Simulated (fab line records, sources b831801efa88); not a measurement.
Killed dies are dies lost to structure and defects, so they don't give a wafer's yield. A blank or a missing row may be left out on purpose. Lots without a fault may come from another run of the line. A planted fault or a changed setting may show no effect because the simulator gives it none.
A struck lot beside a sound one | flow sky130 | 43 steps out of a route of 708
Sound: wafers L810.2, L810.3, L810.4. Struck: wafer L816.4. (L816.1, L816.2 of the same lot were not struck and are left out.) The cause comes at the end.
At each step with rows: each side's tool, then ch and its chambers, then its first start. Under that, the readings that differ: sound wafers | struck wafers | difference of the means | sigmas: that difference in standard deviations of wafers without a fault.
alike: readings whose means differ by less than 2 such deviations, and words and numbers that are the same on both sides. not compared: withheld readings, readings that some wafer has no value for, bounds like >300 that may hide the same value, and numbers for which the record gives no deviation and whose values overlap.
The two part at a step that has a row with sigmas, a row that says differs or no value, or rows on one side only. Numbers that don't overlap but have no deviation are shown without sigmas and don't part them. A reading that every wafer of one side lacks parts them only if that side has two wafers or more.

first, 3 steps without rows for these wafers: SKY_SONOS_ONO_WET_ETCH_18 (etches Si3N4 in H3PO4, target depth 15 nm, time 172 s); SKY_GATE_OXIDE_CLEAN_00 (cleans in SC1/SC2, time 150 s); SKY_GATE_OXIDE_OXIDATION_01 (stabilise 600 s, purge 300 s, target thk 10.268 nm).
SKY_GATE_OXIDE_THK_MEAS_02:
  sound on film_metro-04, day 13 21:04; struck on film_metro-01, day 15 23:46
  alike: GATE_OXIDE_OXIDATION_00_THK
then, 7 steps without rows for these wafers: SKY_GATE_OXIDE_DEHYDRATE_03 (time 60 s); SKY_GATE_OXIDE_HMDS_04 (prime time 60 s); SKY_GATE_OXIDE_COAT_05 (resist thk 1140 nm); SKY_GATE_OXIDE_SOFTBAKE_06 (time 60 s); SKY_GATE_OXIDE_EXPOSE_07 (exposes mask LVOM, target cd 600 nm); SKY_GATE_OXIDE_PEB_08; SKY_GATE_OXIDE_DEVELOP_09 (develop time 60 s).
SKY_GATE_OXIDE_OVL_MEAS_10:
  sound on overlay-02, day 14 22:52; struck on overlay-02, day 17 03:47
  alike: GATE_OXIDE_OVL
SKY_GATE_OXIDE_IMPLANT_11:
  sound on implanter-01 ch 0, day 14 22:55; struck on implanter-01 ch 0, day 17 03:50
  reading       | sound             | struck | difference | sigmas
  beam_on_s (s) | 10.03 10.11 10.25 | 9.70   | -0.43      | -2
then, 1 step without rows for these wafers: SKY_GATE_OXIDE_WET_ETCH_12 (etches SiO2 in dHF, target depth 16.8 nm, time 336 s).
SKY_GATE_OXIDE_STRIP_13: strips in O2/N2.
  sound on plasma_asher-02 ch 0,1, day 14 23:08; struck on plasma_asher-04 ch 0, day 17 04:05
  reading                     | sound       | struck | difference | sigmas
  drypump_motor_current_A (A) | 6.4 6.5 6.3 | 5.1    | -1.3       | -3
  alike: oes_product_au, strip_time_to_endpoint_s
  not compared: rf_hours_counter_h
SKY_GATE_OXIDE_TW_MEAS_14:
  sound on film_metro-03, day 14 23:15; struck on film_metro-04, day 17 04:11
  alike: GATE_OXIDE_TW
then, 3 steps without rows for these wafers: SKY_GATE_OXIDE_CLEAN_15 (cleans in SC1/SC2, time 150 s); SKY_GATE_OXIDE_OXIDATION_16 (stabilise 600 s, purge 300 s, target thk 3.57 nm); SKY_POLY_GATE_CVD_00 (deposits poly-Si, target thk 180 nm, time 720 s).
SKY_POLY_GATE_THK_MEAS_01:
  sound on film_metro-04, day 15 06:22; struck on film_metro-02, day 17 07:02
  alike: POLY_GATE_CVD_00_THK
then, 8 steps without rows for these wafers: SKY_RES_PROTECT_DEHYDRATE_00 (time 60 s); SKY_RES_PROTECT_HMDS_01 (prime time 60 s); SKY_RES_PROTECT_COAT_02 (resist thk 1140 nm); SKY_RES_PROTECT_SOFTBAKE_03 (time 60 s); SKY_RES_PROTECT_EXPOSE_04 (exposes mask RPM, target cd 1270 nm); SKY_RES_PROTECT_PEB_05; SKY_RES_PROTECT_DEVELOP_06 (develop time 60 s); SKY_POLY_GATE_IMPLANT_02.
SKY_RES_PROTECT_STRIP_07: strips in O2/N2.
  sound on plasma_asher-02 ch 0,1, day 16 10:17; struck on plasma_asher-02 ch 1, day 18 12:32
  reading                      | sound             | struck | difference | sigmas
  strip_time_to_endpoint_s (s) | 23.29 23.27 23.24 | 23.16  | -0.11      | -2
  alike: drypump_motor_current_A, oes_product_au
  not compared: rf_hours_counter_h
SKY_RES_PROTECT_TW_MEAS_08:
  sound on film_metro-02, day 16 10:24; struck on film_metro-02, day 18 12:38
  alike: POLY_GATE_TW
then, 2 steps without rows for these wafers: SKY_RES_PROTECT_CLEAN_09 (cleans in SC1/SC2, time 150 s); SKY_POLY_GATE_CVD_03 (deposits Si3N4 from DCS/NH3, target thk 75 nm, time 1290 s).
SKY_POLY_GATE_THK_MEAS_04:
  sound on film_metro-04, day 16 11:52; struck on film_metro-04, day 18 14:48
  alike: POLY_GATE_CVD_03_THK
then, 8 steps without rows for these wafers: SKY_POLY_GATE_DEHYDRATE_05 (time 60 s); SKY_POLY_GATE_HMDS_06 (prime time 60 s); SKY_POLY_GATE_COAT_07 (resist thk 110 nm); SKY_POLY_GATE_COAT_08 (resist thk 450 nm); SKY_POLY_GATE_SOFTBAKE_09 (time 90 s); SKY_POLY_GATE_EXPOSE_10 (exposes mask P1M, target cd 150 nm); SKY_POLY_GATE_PEB_11; SKY_POLY_GATE_DEVELOP_12 (develop time 60 s).
SKY_POLY_GATE_CD_MEAS_13: target cd 150 nm.
  sound on cd_sem-01, day 17 16:49; struck on cd_sem-02, day 19 21:10
  alike: cd_nm
-- the record jumps here: 28 days lie between the struck wafers' starts before and after (it left off in module POLY_GATE and takes up again in module PAD_OPEN, whose first step shown is number 708 of the route) --
SKY_PAD_OPEN_PROBE_99:
  sound on prober-02, day 46 20:28; struck on prober-01, day 48 06:13
  reading                                 | sound                    | struck  | difference | sigmas
  model.etest.nfet_01v8.drive_ua_um_range | 18.43 9.203 4.891        | 21.61   | +10.77     |
  model.etest.pfet_01v8.drive_ua_um_range | 7.768 12.82 6.693        | 16.65   | +7.56      |
  model.etest.pfet_01v8_lvt.vt_v_range    | 0.01068 0.01145 0.01164  | 0.1774  | +0.1661    |
  model.etest.pfet_01v8.vt_v_range        | 0.009218 0.01585 0.01105 | 0.06615 | +0.05411   |
  model.etest.nfet_01v8.vt_v_range        | 0.01282 0.009424 0.01035 | 0.02653 | +0.01567   |
  alike: killed_at_M0_to_M3, killed_at_M4_up, killed_at_contacts, killed_at_front_end, killed_at_other, killed_dies, killed_open, killed_short

WHERE THEY PART
First at SKY_GATE_OXIDE_IMPLANT_11; last, within this record, at SKY_RES_PROTECT_STRIP_07. Later steps at which nothing parts them and some readings are alike: SKY_RES_PROTECT_TW_MEAS_08, SKY_POLY_GATE_THK_MEAS_04, SKY_POLY_GATE_CD_MEAS_13, SKY_PAD_OPEN_PROBE_99.

WHY: what the simulator had put in
Process parameter drift: implanter-01, from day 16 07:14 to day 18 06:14, at SKY_GATE_OXIDE_IMPLANT_11. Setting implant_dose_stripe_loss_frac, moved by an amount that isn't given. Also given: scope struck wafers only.
